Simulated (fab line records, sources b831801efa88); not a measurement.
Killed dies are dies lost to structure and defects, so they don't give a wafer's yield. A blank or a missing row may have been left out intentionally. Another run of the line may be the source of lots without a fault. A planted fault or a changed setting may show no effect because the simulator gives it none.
fab line records ; flow gf180mcu
record: lots: 13; wafers: 39; last_day: 34
route steps=602 shown POLY_GATE@158 HV_LDD@185
lots that met no fault: from a run of the same line without faults
start_h: start of the lot's first displayed wafer, in hours after the record's first day ; wait_h: time in hours since the lot's previous step ; " repeats the value in the row above ; L1.1+2: one row covering several wafers at once ; - either no value or no given start ; * or withheld: withheld ; < > ~ a bound
route shown NAME@n: NAME is a module with steps in the file, n the number in the route of the first one ; usual: the fault-free wafers' mean and standard deviation ; same: alike in all rows ; chamber/n: place in a boat ; sites: the reading at each site ; _std_site: the values' standard deviation ; _edge_site: mean of outer sites minus mean of inner sites ; radius_mm: for every site, how far away it sits from the centre of the wafer ; mask NAME#n: copy n ; behind: tool/chamber where the wafer was last shaped ; hold: cause of the lot's hold/its duration in hours/its outcome ; device: the transistor (n, p or np) that didn't switch ; end of line: tests run on the same wafers once the route is complete ; a step without rows: its recipe alone ; killed: at the first sort, the dies lost to defects and structure; wafer yield is something else ; map: a wafer's dies, marking killed ones x, the rest . and places with no die _
set.NAME: the run value of the setting; set.NAME@STEP: its run value at that earlier step ; model.NAME: the simulator's own value behind a step, which no gauge read
a sample of lots followed through the steps of the route, with each step as a table and each wafer as a row
services: the hour from which a tool's chamber was out of use, counted from the record's first day as start_h (under 0 if before that day), plus the number of hours and why
== steps ==
step: GF_POLY_GATE_THK_MEAS_01
recipe: reads: poly-Si_of_POLY_GATE_CVD_00
usual: POLY_GATE_CVD_00_THK: 200.2/1.8
lot.wafer;tool;chamber;start_h;wait_h;POLY_GATE_CVD_00_THK[nm]
L732.2;film_metro-04;-;183.26;0.0;201.1
L732.3;film_metro-04;-;183.26;0.0;200.7
L732.6;film_metro-04;-;183.26;0.0;201.6
L734.4;film_metro-03;-;195.38;0.0;200.9
L734.5;film_metro-03;-;195.38;0.0;199.3
L734.6;film_metro-03;-;195.38;0.0;200.8
L735.1;film_metro-02;-;199.37;0.0;199.9
L735.3;film_metro-02;-;199.37;0.0;202.2
L735.5;film_metro-02;-;199.37;0.0;202.9
L737.1;film_metro-02;-;211.56;0.0;202.6
L737.2;film_metro-02;-;211.56;0.0;201.1
L737.3;film_metro-02;-;211.56;0.0;202.3
L738.2;film_metro-03;-;220.86;0.0;200.6
L738.4;film_metro-03;-;220.86;0.0;201.8
L738.5;film_metro-03;-;220.86;0.0;202.2
L739.2;film_metro-02;-;229.36;0.0;198.4
L739.3;film_metro-02;-;229.36;0.0;198.9
L739.4;film_metro-02;-;229.36;0.0;200.6
L742.2;film_metro-03;-;251.11;0.0;198.2
L742.3;film_metro-03;-;251.11;0.0;198.3
L742.4;film_metro-03;-;251.11;0.0;198.7
L743.1;film_metro-02;-;254.92;0.0;201.2
L743.2;film_metro-02;-;254.92;0.0;200.8
L743.6;film_metro-02;-;254.92;0.0;200.1
L746.2;film_metro-02;-;274.17;0.0;198.7
L746.5;film_metro-02;-;274.17;0.0;200.9
L746.6;film_metro-02;-;274.17;0.0;201.1
L750.1;film_metro-03;-;301.36;0.0;198.1
L750.3;film_metro-03;-;301.36;0.0;200.9
L750.6;film_metro-03;-;301.36;0.0;200.3
L752.2;film_metro-03;-;317.38;0.0;203.7
L752.3;film_metro-03;-;317.38;0.0;202.1
L752.6;film_metro-03;-;317.38;0.0;203.7
L753.2;film_metro-04;-;322.86;0.0;198.9
L753.3;film_metro-04;-;322.86;0.0;200.7
L753.4;film_metro-04;-;322.86;0.0;201.4
L754.3;film_metro-03;-;329.26;0.0;198.2
L754.4;film_metro-03;-;329.26;0.0;197.6
L754.5;film_metro-03;-;329.26;0.0;197.4
step: GF_POLY_GATE_CD_MEAS_10
recipe: target_cd_nm: 280
usual: cd_nm: 280.4/1.4
lot.wafer;tool;chamber;start_h;wait_h;cd_nm
L732.2;cd_sem-02;-;199.50;0.1;279.6
L732.3;cd_sem-02;-;199.50;0.1;279.6
L732.6;cd_sem-02;-;199.50;0.1;280.5
L734.4;cd_sem-01;-;212.57;0.2;279.3
L734.5;cd_sem-01;-;212.57;0.2;279.4
L734.6;cd_sem-01;-;212.57;0.2;279.1
L735.1;cd_sem-02;-;216.56;0.1;279.6
L735.3;cd_sem-02;-;216.56;0.1;280.6
L735.5;cd_sem-02;-;216.56;0.1;281.1
L737.1;cd_sem-01;-;228.53;0.1;281.3
L737.2;cd_sem-01;-;228.53;0.1;282.2
L737.3;cd_sem-01;-;228.53;0.1;282.0
L738.2;cd_sem-01;-;238.25;0.1;281.5
L738.4;cd_sem-01;-;238.25;0.1;281.1
L738.5;cd_sem-01;-;238.25;0.1;282.9
L739.2;cd_sem-02;-;246.90;0.1;277.5
L739.3;cd_sem-02;-;246.90;0.1;277.2
L739.4;cd_sem-02;-;246.90;0.1;277.5
L742.2;cd_sem-01;-;269.48;0.1;279.7
L742.3;cd_sem-01;-;269.48;0.1;277.8
L742.4;cd_sem-01;-;269.48;0.1;279.3
L743.1;cd_sem-01;-;274.38;0.1;279.5
L743.2;cd_sem-01;-;274.38;0.1;278.8
L743.6;cd_sem-01;-;274.38;0.1;278.5
L746.2;cd_sem-02;-;294.28;0.1;277.6
L746.5;cd_sem-02;-;294.28;0.1;278.8
L746.6;cd_sem-02;-;294.28;0.1;279.2
L750.1;cd_sem-02;-;321.44;0.1;280.6
L750.3;cd_sem-02;-;321.44;0.1;280.7
L750.6;cd_sem-02;-;321.44;0.1;279.6
L752.2;cd_sem-01;-;338.15;0.1;281.3
L752.3;cd_sem-01;-;338.15;0.1;281.3
L752.6;cd_sem-01;-;338.15;0.1;280.3
L753.2;cd_sem-02;-;343.63;0.1;281.2
L753.3;cd_sem-02;-;343.63;0.1;280.9
L753.4;cd_sem-02;-;343.63;0.1;281.5
L754.3;cd_sem-01;-;350.90;0.2;278.6
L754.4;cd_sem-01;-;350.90;0.2;277.6
L754.5;cd_sem-01;-;350.90;0.2;279.9
step: GF_HV_LDD_IMPLANT_09
recipe: species: As; energy_kev: 40; dose_cm2: 1e+14; tilt_deg: 7
lot.wafer;tool;chamber;start_h;wait_h
L732.2+3+6;implanter-02;0;219.09;0.0
L734.4+5+6;implanter-04;0;234.26;0.1
L735.1+3+5;implanter-02;0;240.42;0.0
L737.1+2+3;implanter-04;0;250.72;0.0
L738.2+4+5;implanter-03;0;259.29;0.0
L739.2+3+4;implanter-03;0;267.69;0.0
L742.2+3+4;implanter-02;0;291.09;0.0
L743.1+2+6;implanter-03;0;296.34;0.0
L746.2+5+6;implanter-02;0;317.89;0.0
L750.1+3+6;implanter-04;0;345.82;0.0
L752.2+3+6;implanter-04;0;362.19;0.0
L753.2+3+4;implanter-03;0;370.49;0.0
L754.3+4+5;implanter-04;0;376.12;0.1
step: GF_HV_LDD_TW_MEAS_11
usual: HV_LDD_TW: 2420/26
lot.wafer;tool;chamber;start_h;wait_h;HV_LDD_TW
L732.2;film_metro-02;-;219.33;0.1;2387
L732.3;film_metro-02;-;219.33;0.1;2396
L732.6;film_metro-02;-;219.33;0.1;2393
L734.4;film_metro-04;-;234.47;0.1;2445
L734.5;film_metro-04;-;234.47;0.1;2452
L734.6;film_metro-04;-;234.47;0.1;2454
L735.1;film_metro-01;-;240.67;0.1;2420
L735.3;film_metro-01;-;240.67;0.1;2408
L735.5;film_metro-01;-;240.67;0.1;2407
L737.1;film_metro-01;-;250.97;0.1;2413
L737.2;film_metro-01;-;250.97;0.1;2425
L737.3;film_metro-01;-;250.97;0.1;2418
L738.2;film_metro-04;-;259.53;0.1;2456
L738.4;film_metro-04;-;259.53;0.1;2447
L738.5;film_metro-04;-;259.53;0.1;2433
L739.2;film_metro-02;-;267.93;0.1;2387
L739.3;film_metro-02;-;267.93;0.1;2383
L739.4;film_metro-02;-;267.93;0.1;2390
L742.2;film_metro-01;-;291.33;0.1;2419
L742.3;film_metro-01;-;291.33;0.1;2410
L742.4;film_metro-01;-;291.33;0.1;2428
L743.1;film_metro-02;-;296.59;0.1;2395
L743.2;film_metro-02;-;296.59;0.1;2401
L743.6;film_metro-02;-;296.59;0.1;2397
L746.2;film_metro-02;-;318.13;0.1;2314
L746.5;film_metro-02;-;318.13;0.1;2327
L746.6;film_metro-02;-;318.13;0.1;2305
L750.1;film_metro-04;-;346.07;0.1;2442
L750.3;film_metro-04;-;346.07;0.1;2444
L750.6;film_metro-04;-;346.07;0.1;2427
L752.2;film_metro-02;-;362.43;0.1;2395
L752.3;film_metro-02;-;362.43;0.1;2392
L752.6;film_metro-02;-;362.43;0.1;2399
L753.2;film_metro-04;-;370.73;0.1;2461
L753.3;film_metro-04;-;370.73;0.1;2451
L753.4;film_metro-04;-;370.73;0.1;2440
L754.3;film_metro-04;-;376.34;0.1;2447
L754.4;film_metro-04;-;376.34;0.1;2448
L754.5;film_metro-04;-;376.34;0.1;2463
step: GF_HV_LDD_OVL_MEAS_32
usual: HV_LDD_02_OVL: 1.2/1.4
lot.wafer;tool;chamber;start_h;wait_h;HV_LDD_02_OVL[nm]
L732.2;overlay-02;-;255.86;0.1;-1.0
L732.3;overlay-02;-;255.86;0.1;0.6
L732.6;overlay-02;-;255.86;0.1;0.4
L734.4;overlay-02;-;272.50;0.1;0.6
L734.5;overlay-02;-;272.50;0.1;2.3
L734.6;overlay-02;-;272.50;0.1;1.6
L735.1;overlay-02;-;279.53;0.1;-0.1
L735.3;overlay-02;-;279.53;0.1;-0.3
L735.5;overlay-02;-;279.53;0.1;3.6
L737.1;overlay-02;-;289.93;0.1;0.9
L737.2;overlay-02;-;289.93;0.1;-0.1
L737.3;overlay-02;-;289.93;0.1;1.2
L738.2;overlay-01;-;300.11;0.1;3.3
L738.4;overlay-01;-;300.11;0.1;3.8
L738.5;overlay-01;-;300.11;0.1;1.7
L739.2;overlay-01;-;308.84;0.1;3.3
L739.3;overlay-01;-;308.84;0.1;3.1
L739.4;overlay-01;-;308.84;0.1;2.1
L742.2;overlay-01;-;331.89;0.1;4.1
L742.3;overlay-01;-;331.89;0.1;4.1
L742.4;overlay-01;-;331.89;0.1;4.0
L743.1;overlay-02;-;338.88;0.1;3.2
L743.2;overlay-02;-;338.88;0.1;2.6
L743.6;overlay-02;-;338.88;0.1;3.2
L746.2;overlay-01;-;360.96;0.1;1.7
L746.5;overlay-01;-;360.96;0.1;1.4
L746.6;overlay-01;-;360.96;0.1;0.0
L750.1;overlay-01;-;390.20;0.1;1.0
L750.3;overlay-01;-;390.20;0.1;1.1
L750.6;overlay-01;-;390.20;0.1;-0.2
L752.2;overlay-01;-;406.88;0.1;-0.9
L752.3;overlay-01;-;406.88;0.1;0.1
L752.6;overlay-01;-;406.88;0.1;0.9
L753.2;overlay-01;-;416.98;0.1;0.6
L753.3;overlay-01;-;416.98;0.1;0.9
L753.4;overlay-01;-;416.98;0.1;1.5
L754.3;overlay-02;-;422.69;0.1;1.5
L754.4;overlay-02;-;422.69;0.1;0.7
L754.5;overlay-02;-;422.69;0.1;-0.2
step: GF_HV_LDD_RS_MEAS_53
recipe: thk_meas_gauge: four-point-probe
usual: HV_LDD_RS: 417.8/0.98
lot.wafer;tool;chamber;start_h;wait_h;HV_LDD_RS[ohm/sq]
L732.2;film_metro-02;-;276.54;0.1;419.0
L732.3;film_metro-02;-;276.54;0.1;418.7
L732.6;film_metro-02;-;276.54;0.1;419.1
L734.4;film_metro-01;-;293.47;0.1;418.9
L734.5;film_metro-01;-;293.47;0.1;417.8
L734.6;film_metro-01;-;293.47;0.1;417.4
L735.1;film_metro-02;-;300.85;0.1;418.7
L735.3;film_metro-02;-;300.85;0.1;417.6
L735.5;film_metro-02;-;300.85;0.1;419.0
L737.1;film_metro-02;-;311.96;0.1;416.8
L737.2;film_metro-02;-;311.96;0.1;417.5
L737.3;film_metro-02;-;311.96;0.1;417.9
L738.2;film_metro-02;-;321.67;0.1;416.1
L738.4;film_metro-02;-;321.67;0.1;416.3
L738.5;film_metro-02;-;321.67;0.1;416.6
L739.2;film_metro-04;-;330.92;0.1;419.0
L739.3;film_metro-04;-;330.92;0.1;418.5
L739.4;film_metro-04;-;330.92;0.1;418.1
L742.2;film_metro-02;-;354.06;0.1;417.7
L742.3;film_metro-02;-;354.06;0.1;417.4
L742.4;film_metro-02;-;354.06;0.1;417.4
L743.1;film_metro-02;-;361.69;0.1;414.9
L743.2;film_metro-02;-;361.69;0.1;415.1
L743.6;film_metro-02;-;361.69;0.1;415.1
L746.2;film_metro-02;-;384.31;0.1;436.4
L746.5;film_metro-02;-;384.31;0.1;435.9
L746.6;film_metro-02;-;384.31;0.1;436.4
L750.1;film_metro-02;-;414.15;0.1;416.9
L750.3;film_metro-02;-;414.15;0.1;417.2
L750.6;film_metro-02;-;414.15;0.1;417.2
L752.2;film_metro-01;-;431.81;0.1;418.2
L752.3;film_metro-01;-;431.81;0.1;417.6
L752.6;film_metro-01;-;431.81;0.1;417.6
L753.2;film_metro-01;-;442.27;0.1;417.6
L753.3;film_metro-01;-;442.27;0.1;417.1
L753.4;film_metro-01;-;442.27;0.1;416.9
L754.3;film_metro-02;-;447.91;0.1;417.6
L754.4;film_metro-02;-;447.91;0.1;418.6
L754.5;film_metro-02;-;447.91;0.1;418.6
== services ==
tool;chamber;start_h;hours;kind
implanter-03;-;210.98;11.8;repair
implanter-04;-;214.01;0.8;repair
implanter-04;-;236.37;4.6;repair
implanter-04;-;263.45;2.0;repair
implanter-03;-;276.31;3.6;pm
implanter-03;-;285.83;4.1;repair
implanter-04;-;289.63;2.1;repair
implanter-02;-;312.89;1.0;repair
implanter-04;-;330.26;1.1;repair
implanter-03;-;356.60;1.0;repair
== key ==
first_sign: step: GF_HV_LDD_TW_MEAS_11; reading: HV_LDD_TW; direction: down; sigmas: 4.1; usual: 2420; struck: 2315
effect: step: GF_HV_LDD_RS_MEAS_53; reading: HV_LDD_RS; direction: up; sigmas: 19; usual: 417.8; struck: 436.2
met_at GF_HV_LDD_IMPLANT_09
struck_lots L746
tester_left_out L746
not_acting_at GF_POLY_GATE_THK_MEAS_01,GF_POLY_GATE_CD_MEAS_10,GF_HV_LDD_OVL_MEAS_32
onset_between 291.09 317.89
fault: kind: process_parameter_drift; tool: implanter-02; chamber: -; onset_h: 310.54; steps: GF_HV_LDD_IMPLANT_09; channel: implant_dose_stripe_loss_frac; offset: 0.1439; shape: step; end_h: 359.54
tester_left_out: of these lots the tester's yield and bins aren't shown, on N5 and GAA mostly nor the transistor test; their killed dies are dies lost to structure and defects alone, not to doping, threshold or leakage, so they don't give the yield
